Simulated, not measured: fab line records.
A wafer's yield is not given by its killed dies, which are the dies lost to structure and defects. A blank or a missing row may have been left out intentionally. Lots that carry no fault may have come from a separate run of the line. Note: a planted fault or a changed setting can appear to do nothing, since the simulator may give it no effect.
Chamber matching / flow gf180mcu / GF_VT_IMPLANT_WET_ETCH_50 on wetBench-03 has 3 sister chambers
The step etches SiO2 in dHF, target depth 20 nm, time 400 s. 3 wafers are shown with their chamber, then 8 later ones without.

== EACH WAFER AND ITS CHAMBER ==
wafer=L191.5; chamber=2; runLengthS (s)=427
wafer=L204.5; chamber=3; runLengthS (s)=431
wafer=L206.1; chamber=1; runLengthS (s)=434

== WAFERS WITHOUT THEIR CHAMBER ==
wafer=L206.2; runLengthS (s)=434
wafer=L206.5; runLengthS (s)=434
wafer=L208.1; runLengthS (s)=426
wafer=L208.4; runLengthS (s)=426
wafer=L208.5; runLengthS (s)=426
wafer=L209.3; runLengthS (s)=427
wafer=L209.5; runLengthS (s)=427
wafer=L209.6; runLengthS (s)=427

== EACH ONE'S CHAMBER ==
wafer=L206.2; from the rows above=1; in truth=1
wafer=L206.5; from the rows above=1; in truth=1
wafer=L208.1; from the rows above=2; in truth=2
wafer=L208.4; from the rows above=2; in truth=2
wafer=L208.5; from the rows above=2; in truth=2
wafer=L209.3; from the rows above=2; in truth=2
wafer=L209.5; from the rows above=2; in truth=2
wafer=L209.6; from the rows above=2; in truth=2
Correctly placed: 8 of 8. Number that these rows cannot place: 0. Number placed wrongly: 0.
How it was worked out, from the rows above alone: a wafer's distance from a chamber is the root of the sum, over the readings, of the square of ((its reading less the chamber's mean) divided by the reading's scatter). If the next closest chamber is less than 2 further off than the closest, the wafer can't be placed; otherwise it belongs to the closest. The mean given for a chamber averages the wafers shown for that chamber. The scatter (one wafer shown for each chamber): square how far every hidden wafer sits from the nearest shown wafer, average those squares and take the square root.
